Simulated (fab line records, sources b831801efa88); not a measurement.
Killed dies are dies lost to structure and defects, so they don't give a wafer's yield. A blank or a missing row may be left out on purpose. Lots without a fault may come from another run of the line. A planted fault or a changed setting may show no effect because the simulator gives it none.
Chamber matching | flow gf180mcu | GF_V1_CMP_26 on cmp-02: 4 sister chambers
The step polishes, stops on SiO2, t overpolish 15 s, target thk 0 nm. 4 wafers are shown with their chamber, then 8 later ones without.

WAFERS WITH THEIR CHAMBER
wafer  | chamber | motor_current_A (A)
L915.3 | 3       | 9.7
L920.1 | 1       | 11.9
L920.3 | 2       | 13.6
L920.5 | 0       | 10.7

WAFERS WITHOUT THEIR CHAMBER
wafer  | motor_current_A (A)
L925.1 | 12.5
L925.5 | 12.4
L925.6 | 11.0
L929.1 | 11.0
L929.2 | 14.2
L929.3 | 12.4
L933.5 | 11.4
L933.6 | 10.2

WHICH CHAMBER EACH WENT THROUGH
wafer  | from the rows above     | in truth
L925.1 | can't be placed: 1 or 2 | 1
L925.5 | can't be placed: 1 or 2 | 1
L925.6 | can't be placed: 0 or 1 | 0
L929.1 | can't be placed: 0 or 1 | 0
L929.2 | 2                       | 2
L929.3 | can't be placed: 1 or 2 | 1
L933.5 | can't be placed: 1 or 0 | 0
L933.6 | can't be placed: 0 or 3 | 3
Placed correctly: 1 of 8. Can't be placed from these rows: 7 (the true chamber is among the candidates in 7). Placed wrongly: 0.
How it was worked out, from the rows above alone: a wafer's distance from a chamber is the root of the sum, over the readings, of the square of ((its reading less the chamber's mean) divided by the reading's scatter). The wafer belongs to the nearest chamber; if the next one is less than 2 further off, it can't be placed. A chamber's mean is the mean of its shown wafers. The scatter: with one shown wafer a chamber, the root of the mean of the squares of how far each hidden wafer lies from its nearest shown one.
